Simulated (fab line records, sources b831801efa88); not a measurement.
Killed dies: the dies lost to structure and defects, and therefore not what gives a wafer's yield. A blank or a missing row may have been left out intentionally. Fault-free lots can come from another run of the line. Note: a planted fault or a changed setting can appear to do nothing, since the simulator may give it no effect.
fab line records	flow sky130
[record] lots = 7	wafers = 21	last_day = 50
route steps=708 shown LI_CONTACT@374 LOCAL_INTERCONNECT@387 PAD_OPEN@708
lots untouched by any fault: they come from a run of this same line in which no faults occurred
start_h: hours from the record's first day to the start of the lot's first wafer shown	wait_h: hours since the lot's step before	" repeats the value in the row above	L1.1+2: a row that stands for several wafers	- no value present, or no start provided	* or withheld: withheld	< > ~ a bound
route shown NAME@n: names a module that has steps shown in the file, with the first one's number in the route	usual: the fault-free wafers' mean and standard deviation	same: alike in all rows	chamber/n: place in a boat	sites: the reading at each site	_std_site: how widely they spread, as a standard deviation	_edge_site: mean of outer sites minus mean of inner sites	radius_mm: for every site, how far away it sits from the centre of the wafer	mask NAME#n: copy n	behind: the last tool/chamber to shape the wafer	hold: why the lot was held/for how many hours/how that ended	device: transistor that didn't switch, given as n, p or np	end of line: tests run on the same wafers once the route is complete	step lacking rows: just its recipe	killed: count of dies lost to structure and defects at first sort (not the wafer's yield)	map: dies across one wafer; x = killed, . = not, _ = none there
set.NAME: the setting the step ran with; set.NAME@STEP: the setting that earlier step ran with	model.NAME: the simulator's own value behind a step, which no gauge read
lots seen at some steps along the route; tables by step, rows by wafer
services: from which hour (start_h, from the record's first day; less than 0 if before it) a tool's chamber was out of use, for how many hours, and why
[[steps]]
[step SKY_LI_CONTACT_CD_MEAS_12]
[recipe] target_cd_nm = 170
[usual] cd_nm = 170.3/1.6
lot.wafer	tool	chamber	start_h	wait_h	cd_nm
L650.2	cd_sem-01	-	680.98	-	166.6
L650.4	"	-	"	"	167.5
L650.6	"	-	"	"	166.9
L654.1	cd_sem-01	-	712.38	-	169.5
L654.5	"	-	"	"	169.2
L654.6	"	-	"	"	169.5
L661.1	cd_sem-02	-	770.35	-	168.9
L661.2	"	-	"	"	172.7
L661.4	"	-	"	"	171.5
L662.2	cd_sem-02	-	774.88	-	168.1
L662.3	"	-	"	"	169.3
L662.6	"	-	"	"	168.5
L663.1	cd_sem-01	-	783.31	-	171.1
L663.3	"	-	"	"	171.0
L663.5	"	-	"	"	171.2
L664.1	cd_sem-01	-	787.11	-	170.1
L664.2	"	-	"	"	168.9
L664.5	"	-	"	"	169.2
L672.1	cd_sem-01	-	840.53	-	170.1
L672.2	"	-	"	"	170.1
L672.4	"	-	"	"	169.8
[step SKY_LI_CONTACT_OVL_MEAS_13]
[usual] LI_CONTACT_OVL = -2/4.6
lot.wafer	tool	chamber	start_h	wait_h	LI_CONTACT_OVL[nm]
L650.2	overlay-01	-	681.08	0.1	4
L650.4	"	-	"	"	-3
L650.6	"	-	"	"	-1
L654.1	overlay-01	-	712.50	0.1	-2
L654.5	"	-	"	"	-5
L654.6	"	-	"	"	0
L661.1	overlay-01	-	770.47	0.1	-4
L661.2	"	-	"	"	-3
L661.4	"	-	"	"	-3
L662.2	overlay-01	-	774.98	0.1	-1
L662.3	"	-	"	"	9
L662.6	"	-	"	"	-4
L663.1	overlay-02	-	783.43	0.1	-6
L663.3	"	-	"	"	-3
L663.5	"	-	"	"	-8
L664.1	overlay-01	-	787.23	0.1	-9
L664.2	"	-	"	"	-12
L664.5	"	-	"	"	-11
L672.1	overlay-01	-	840.65	0.1	-10
L672.2	"	-	"	"	-7
L672.4	"	-	"	"	-9
[step SKY_LI_CONTACT_ETCH_14]
[recipe] chemistry = N2/H2	target = BARC	ion_energy_ev = 200	source_w = 500	bias_w = 100	pressure_mtorr = 30	n2_flow_sccm = 100	h2_flow_sccm = 200	stop_on = SiO2	time_s = 45.9	target_depth_a = 600
[step SKY_LI_CONTACT_ETCH_15]
[recipe] target = PSG	chemistry = C4F8/O2/Ar	stop_on = Si	taper_deg = 4.15	mask_material = KrF-thick	source_w = 1500	bias_w = 1200	pressure_mtorr = 40	c4f8_flow_sccm = withheld	O2_flow_sccm = 6	Ar_flow_sccm = 300	time_s = withheld	target_depth_a = 6000
[usual] oes_product_au = 0.837/0.0049
lot.wafer	tool	chamber	start_h	wait_h	oes_product_au
L650.2	rie_diel-02	0	681.16	0.0	0.835
L650.4	"	2	"	"	0.839
L650.6	"	2	"	"	0.830
L654.1	rie_diel-03	3	712.58	0.0	0.839
L654.5	"	0	"	"	0.829
L654.6	"	1	"	"	0.841
L661.1	rie_diel-02	0	770.55	0.0	0.838
L661.2	"	2	"	"	0.834
L661.4	"	1	"	"	0.843
L662.2	rie_diel-04	3	775.06	0.0	0.838
L662.3	"	1	"	"	0.833
L662.6	"	0	"	"	0.840
L663.1	rie_diel-03	3	783.51	0.0	0.837
L663.3	"	1	"	"	0.843
L663.5	"	1	"	"	0.837
L664.1	rie_diel-03	3	787.31	0.0	0.832
L664.2	"	1	"	"	0.841
L664.5	"	0	"	"	0.831
L672.1	rie_diel-02	2	840.73	0.0	0.838
L672.2	"	0	"	"	0.826
L672.4	"	3	"	"	0.836
[step SKY_LI_CONTACT_STRIP_16]
[recipe] chemistry = O2/N2	power_w = 1400	pressure_mtorr = 1500	platen_temp_c = withheld	o2_flow_sccm = 3000	n2_flow_sccm = 300	overash_fraction = 0.5
[step SKY_LI_CONTACT_CLEAN_17]
[recipe] chemistry = NMP	time_s = 600	temp_c = 60	dry = n2_spin
[step SKY_LI_CONTACT_PRE_CLEAN_18]
[recipe] gas = Ar	time_s = 5.6	bias_v = 358
[step SKY_LI_CONTACT_SPUTTER_19]
[recipe] material = Ti	target_thk_nm = 20	chamber_pressure_pa = 5	power_w = 2500	substrate_temp_c = 200	time_s = 106.37
[usual] substrate_temp_c = 200.00/0.16	throttle_valve_pct = 30.3/1
lot.wafer	tool	chamber	start_h	wait_h	substrate_temp_c	throttle_valve_pct
L650.2	pvd_sputter-04	-	681.71	0.0	200.06	31.4
L650.4	"	-	"	"	200.02	31.5
L650.6	"	-	"	"	200.09	30.9
L654.1	pvd_sputter-02	-	712.96	0.0	199.77	29.4
L654.5	"	-	"	"	199.83	29.5
L654.6	"	-	"	"	200.15	30.7
L661.1	pvd_sputter-04	-	770.93	0.0	199.86	29.5
L661.2	"	-	"	"	199.99	31.3
L661.4	"	-	"	"	199.91	31.5
L662.2	pvd_sputter-02	-	775.45	0.0	199.86	30.9
L662.3	"	-	"	"	199.80	29.6
L662.6	"	-	"	"	200.13	32.0
L663.1	pvd_sputter-04	-	783.89	0.0	200.23	29.2
L663.3	"	-	"	"	200.37	28.5
L663.5	"	-	"	"	200.06	31.7
L664.1	pvd_sputter-03	-	787.69	0.0	200.20	31.2
L664.2	"	-	"	"	199.92	29.8
L664.5	"	-	"	"	200.17	30.3
L672.1	pvd_sputter-02	-	841.11	0.0	199.61	30.8
L672.2	"	-	"	"	200.10	29.7
L672.4	"	-	"	"	199.94	29.3
[step SKY_LI_CONTACT_SPUTTER_20]
[recipe] material = TiN	target_thk_nm = 20	chamber_pressure_pa = 5	power_w = 4000	time_s = 80
[usual] throttle_valve_pct = 30.2/0.99
lot.wafer	tool	chamber	start_h	wait_h	throttle_valve_pct
L650.2	pvd_sputter-04	-	681.79	0.0	31.1
L650.4	"	-	"	"	31.6
L650.6	"	-	"	"	31.2
L654.1	pvd_sputter-02	-	713.04	0.0	29.3
L654.5	"	-	"	"	29.4
L654.6	"	-	"	"	30.8
L661.1	pvd_sputter-04	-	771.00	0.0	29.3
L661.2	"	-	"	"	31.1
L661.4	"	-	"	"	31.6
L662.2	pvd_sputter-02	-	775.53	0.0	30.8
L662.3	"	-	"	"	29.6
L662.6	"	-	"	"	32.1
L663.1	pvd_sputter-04	-	783.96	0.0	29.4
L663.3	"	-	"	"	28.5
L663.5	"	-	"	"	31.5
L664.1	pvd_sputter-03	-	787.76	0.0	31.3
L664.2	"	-	"	"	29.8
L664.5	"	-	"	"	30.6
L672.1	pvd_sputter-02	-	841.19	0.0	30.7
L672.2	"	-	"	"	29.4
L672.4	"	-	"	"	29.5
[step SKY_LI_CONTACT_CVD_21]
[recipe] material = W	target_thk_nm = 400	time_s = 120.56	temp_c = 400	pressure_torr = 40
[usual] heater_power_w = 836/130
lot.wafer	tool	chamber	start_h	wait_h	heater_power_w
L650.2	cvd_w-02	0	681.85	0.0	1008
L650.4	"	0	"	"	1019
L650.6	"	1	"	"	765
L654.1	cvd_w-02	1	713.10	0.0	780
L654.5	"	1	"	"	788
L654.6	"	0	"	"	1000
L661.1	cvd_w-02	0	771.06	0.0	1018
L661.2	"	1	"	"	781
L661.4	"	0	"	"	1020
L662.2	cvd_w-02	0	775.59	0.0	1017
L662.3	"	1	"	"	761
L662.6	"	1	"	"	767
L663.1	cvd_w-02	1	784.02	0.0	769
L663.3	"	1	"	"	800
L663.5	"	0	"	"	1052
L664.1	cvd_w-02	1	787.82	0.0	784
L664.2	"	0	"	"	1029
L664.5	"	0	"	"	1039
L672.1	cvd_w-01	1	841.25	0.0	663
L672.2	"	0	"	"	838
L672.4	"	1	"	"	657
[step SKY_LI_CONTACT_RS_MEAS_22]
[recipe] thk_meas_gauge = four-point-probe	reads = W_of_LI_CONTACT_CVD_21+TiN_of_LI_CONTACT_SPUTTER_20+Ti_of_LI_CONTACT_SPUTTER_19
[usual] LI_CONTACT_W_RS = 0.282/0.0044
lot.wafer	tool	chamber	start_h	wait_h	LI_CONTACT_W_RS[ohm/sq]
L650.2	film_metro-01	-	681.99	0.1	0.288
L650.4	"	-	"	"	0.287
L650.6	"	-	"	"	0.283
L654.1	film_metro-03	-	713.22	0.1	0.279
L654.5	"	-	"	"	0.281
L654.6	"	-	"	"	0.284
L661.1	film_metro-03	-	771.19	0.1	0.287
L661.2	"	-	"	"	0.282
L661.4	"	-	"	"	0.289
L662.2	film_metro-03	-	775.73	0.1	0.287
L662.3	"	-	"	"	0.286
L662.6	"	-	"	"	0.285
L663.1	film_metro-02	-	784.15	0.1	0.283
L663.3	"	-	"	"	0.286
L663.5	"	-	"	"	0.286
L664.1	film_metro-01	-	787.95	0.1	0.285
L664.2	"	-	"	"	0.283
L664.5	"	-	"	"	0.286
L672.1	film_metro-02	-	841.37	0.1	0.282
L672.2	"	-	"	"	0.272
L672.4	"	-	"	"	0.284
[step SKY_LI_CONTACT_THK_MEAS_23]
[recipe] thk_meas_gauge = xrf	reads = W_of_LI_CONTACT_CVD_21
[usual] LI_CONTACT_W_THK = 393/7.4
lot.wafer	tool	chamber	start_h	wait_h	LI_CONTACT_W_THK[nm]
L650.2	film_metro-01	-	682.10	0.1	379
L650.4	"	-	"	"	382
L650.6	"	-	"	"	386
L654.1	film_metro-03	-	713.34	0.1	398
L654.5	"	-	"	"	394
L654.6	"	-	"	"	390
L661.1	film_metro-03	-	771.31	0.1	387
L661.2	"	-	"	"	393
L661.4	"	-	"	"	382
L662.2	film_metro-03	-	775.84	0.1	387
L662.3	"	-	"	"	386
L662.6	"	-	"	"	388
L663.1	film_metro-02	-	784.27	0.1	391
L663.3	"	-	"	"	387
L663.5	"	-	"	"	386
L664.1	film_metro-01	-	788.07	0.1	384
L664.2	"	-	"	"	391
L664.5	"	-	"	"	384
L672.1	film_metro-02	-	841.49	0.1	396
L672.2	"	-	"	"	413
L672.4	"	-	"	"	394
[step SKY_LI_CONTACT_CMP_24]
[recipe] stop_on = PSG	t_overpolish_s = 20	down_force_psi = 3.5	platen_rpm = 60	target_thk_nm = 0	pad_velocity_m_s = 0.94248
[usual] motor_current_A = 10.7/0.86	overpolish_run_s = 20.000/0.0095	platen_rpm = 60.00/0.035	time_to_endpoint_s = 98/3.2
[same] t_overpolish_s = 20
lot.wafer	tool	chamber	start_h	wait_h	motor_current_A	overpolish_run_s	platen_rpm	time_to_endpoint_s
L650.2	cmp-02	1	682.15	0.0	9.9	20.006	60.01	94
L650.4	"	3	"	"	10.3	19.995	60.07	95
L650.6	"	2	"	"	11.2	19.988	60.04	101
L654.1	cmp-01	0	713.50	0.1	10.8	20.021	59.99	103
L654.5	"	2	"	"	12.1	20.022	59.95	95
L654.6	"	3	"	"	10.5	19.999	59.94	95
L661.1	cmp-02	1	771.37	0.1	9.1	19.979	66.02	90
L661.4	"	2	"	"	11.6	20.004	66.01	89
L661.2	"	3	"	"	10.0	19.997	65.96	89
L662.3	cmp-01	3	775.93	0.1	10.8	19.996	59.99	95
L662.2	"	1	"	"	9.7	20.003	60.01	94
L662.6	"	3	"	"	10.3	19.991	59.97	94
L663.3	cmp-02	0	784.33	0.0	11.3	19.993	66.01	85
L663.1	"	2	"	"	11.3	20.007	65.99	85
L663.5	"	1	"	"	9.3	19.998	65.97	90
L664.1	cmp-02	0	788.18	0.1	11.7	20.020	65.96	84
L664.2	"	2	"	"	11.1	19.992	66.08	88
L664.5	"	3	"	"	10.1	19.989	65.97	85
L672.4	cmp-01	3	841.55	0.0	10.3	19.991	60.00	97
L672.2	"	0	"	"	10.7	19.989	60.02	106
L672.1	"	2	"	"	12.3	20.001	60.02	95
[step SKY_LOCAL_INTERCONNECT_SPUTTER_00]
[recipe] material = TiN	target_thk_nm = 100	temp_c = 300	power_w = 6500	time_s = 83.3	chamber_pressure_pa = 0.4
[usual] substrate_temp_c = 300.00/0.18	throttle_valve_pct = 30.4/1.1
lot.wafer	tool	chamber	start_h	wait_h	substrate_temp_c	throttle_valve_pct
L650.2	pvd_sputter-03	-	682.45	0.2	299.82	29.8
L650.4	"	-	"	"	299.95	29.5
L650.6	"	-	"	"	299.81	30.1
L654.1	pvd_sputter-01	-	713.70	0.1	299.87	31.3
L654.5	"	-	"	"	300.38	30.5
L654.6	"	-	"	"	299.96	31.2
L661.1	pvd_sputter-02	-	771.67	0.2	300.04	29.5
L661.2	"	-	"	"	299.77	32.1
L661.4	"	-	"	"	299.95	30.7
L662.2	pvd_sputter-03	-	776.23	0.1	300.01	30.1
L662.3	"	-	"	"	300.17	30.5
L662.6	"	-	"	"	299.58	31.1
L663.1	pvd_sputter-02	-	784.63	0.1	299.98	29.5
L663.3	"	-	"	"	299.96	30.7
L663.5	"	-	"	"	300.08	32.2
L664.1	pvd_sputter-02	-	788.43	0.2	300.03	29.2
L664.2	"	-	"	"	299.81	32.3
L664.5	"	-	"	"	299.75	29.4
L672.1	pvd_sputter-01	-	841.85	0.1	299.69	31.4
L672.2	"	-	"	"	300.12	31.8
L672.4	"	-	"	"	300.28	30.5
[step SKY_PAD_OPEN_PROBE_99]
[usual] killed_at_M0_to_M3 = 44/7.4	killed_at_M4_up = 3.1/1.8	killed_at_contacts = 24/5.6	killed_at_front_end = 15/4.9	killed_at_other = 0.4/0.59	killed_dies = 87/9.8	killed_open = 47/7.2	killed_short = 39/6.8
[same] gross_dies = 492	killed_at_back_side = 0
lot.wafer	tool	chamber	start_h	wait_h	killed_at_M0_to_M3	killed_at_M4_up	killed_at_contacts	killed_at_front_end	killed_at_other	killed_dies	killed_open	killed_short
L650.2	prober-02	-	1078.50	0.1	43	7	31	27	0	108	64	44
L650.4	prober-02	-	1078.60	0.2	42	1	23	24	1	91	47	44
L650.6	prober-02	-	1078.70	0.2	42	2	20	10	0	74	48	26
L654.1	prober-02	-	1103.13	0.1	35	7	30	16	0	88	52	36
L654.5	prober-02	-	1103.33	0.2	48	1	26	17	1	93	50	43
L654.6	prober-02	-	1103.38	0.2	45	8	21	13	0	87	44	43
L661.1	prober-02	-	1145.95	0.1	51	2	26	13	1	93	54	38
L661.2	prober-02	-	1146.00	0.1	43	5	23	16	0	87	50	37
L661.4	prober-02	-	1146.10	0.2	35	4	19	14	1	73	39	34
// killed by level:class
L650.2 LI_CONTACT:geometric_particle:open=11 CONTACT:geometric_particle:open=10 FIELD_ISO:geometric_particle:open=9 VIA1:geometric_particle:open=8 VIA2:geometric_particle:open=6 CONTACT:geometric_particle:short=5 POLY_GATE:geometric_particle:short=5 POLY_GATE:geometric_particle:open=5
L650.4 LI_CONTACT:geometric_particle:open=11 VIA3:geometric_particle:open=8 FIELD_ISO:geometric_particle:short=7 POLY_GATE:geometric_particle:short=7 CONTACT:geometric_particle:open=7 VIA1:geometric_particle:short=6 METAL2:geometric_particle:short=6 VIA2:geometric_particle:open=5
L650.6 CONTACT:geometric_particle:open=12 VIA2:geometric_particle:open=11 VIA1:geometric_particle:open=9 METAL1:geometric_particle:short=5 LI_CONTACT:geometric_particle:open=4 VIA1:geometric_particle:short=4 VIA3:geometric_particle:open=4 FIELD_ISO:geometric_particle:open=3
L654.1 LOCAL_INTERCONNECT:geometric_particle:short=9 VIA1:geometric_particle:open=9 LI_CONTACT:geometric_particle:open=8 CONTACT:geometric_particle:open=6 VIA3:geometric_particle:open=6 POLY_GATE:geometric_particle:open=5 VIA2:geometric_particle:open=5 FIELD_ISO:geometric_particle:open=4
L654.5 VIA2:geometric_particle:open=11 VIA3:geometric_particle:open=8 VIA1:geometric_particle:open=8 CONTACT:geometric_particle:short=7 POLY_GATE:geometric_particle:short=6 CONTACT:geometric_particle:open=6 LI_CONTACT:geometric_particle:open=5 VIA3:geometric_particle:short=5
L654.6 VIA2:geometric_particle:open=10 CONTACT:geometric_particle:open=8 VIA3:geometric_particle:short=8 CONTACT:geometric_particle:short=5 VIA3:geometric_particle:open=5 METAL4:geometric_particle:short=5 METAL2:geometric_particle:short=4 LI_CONTACT:geometric_particle:open=4
L661.1 VIA1:geometric_particle:open=14 LI_CONTACT:geometric_particle:open=10 METAL2:geometric_particle:short=8 VIA2:geometric_particle:open=7 CONTACT:geometric_particle:open=5 VIA1:geometric_particle:short=5 VIA3:geometric_particle:open=5 LOCAL_INTERCONNECT:geometric_particle:short=4
L661.2 CONTACT:geometric_particle:open=11 VIA1:geometric_particle:open=8 LI_CONTACT:geometric_particle:open=6 VIA2:geometric_particle:short=6 VIA1:geometric_particle:short=5 VIA2:geometric_particle:open=5 POLY_GATE:geometric_particle:open=4 METAL4:geometric_particle:short=4
L661.4 VIA1:geometric_particle:open=8 VIA2:geometric_particle:open=7 LI_CONTACT:geometric_particle:open=6 POLY_GATE:geometric_particle:open=5 CONTACT:geometric_particle:open=5 METAL1:geometric_particle:short=4 POLY_GATE:geometric_particle:short=3 LI_CONTACT:geometric_particle:short=3
[[services]]
tool	chamber	start_h	hours	kind
rie_diel-03	1	663.16	2.8	repair
cmp-02	-	663.57	6.4	pm
rie_diel-02	-	676.39	0.3	repair
rie_diel-03	3	677.31	1.3	repair
rie_diel-03	0	682.22	8.5	repair
cmp-02	-	688.09	0.6	repair
cmp-01	-	689.07	5.4	repair
cmp-02	-	694.45	5.5	pm
pvd_sputter-03	-	706.65	4.3	repair
rie_diel-03	2	708.85	10.9	repair
cmp-01	-	716.86	4.7	pm
rie_diel-03	0	721.51	9.8	repair
pvd_sputter-02	-	725.27	4.5	repair
rie_diel-03	2	727.91	13.7	repair
rie_diel-03	3	731.03	4.4	repair
cmp-01	-	738.52	3.1	repair
rie_diel-03	3	744.27	6.0	repair
cmp-02	-	744.29	4.0	pm
cmp-02	-	745.61	0.8	repair
pvd_sputter-03	-	777.55	8.3	repair
pvd_sputter-03	-	791.39	2.1	repair
cmp-02	-	797.19	1.8	repair
cmp-01	-	797.56	1.1	repair
rie_diel-02	-	812.62	2.8	pm
[[key]]
[first_sign] step = SKY_LI_CONTACT_CMP_24	reading = platen_rpm	direction = up	sigmas = 99+	usual = 60.00	struck = 66.00
[effect] step = SKY_LI_CONTACT_CMP_24	reading = time_to_endpoint_s	direction = down	sigmas = 3.4	usual = *	struck = *
met_at SKY_LI_CONTACT_CMP_24
struck_wafers L661.1,L661.2,L661.4,L663.1,L663.3,L663.5,L664.1,L664.2,L664.5
tester_left_out L661,L663,L664
onset_between 682.15 771.37
[fault] kind = process_parameter_drift	tool = cmp-02	chamber = -	onset_h = 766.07	steps = SKY_LI_CONTACT_CMP_24	channel = platen_rpm	offset = 6	shape = step	end_h = 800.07	acts_in = these_recipes_only	stated = 60
// tester_left_out: of these lots the tester's yield and bins aren't shown, on N5 and GAA mostly nor the transistor test; their killed dies are dies lost to structure and defects alone, not to doping, threshold or leakage, so they don't give the yield
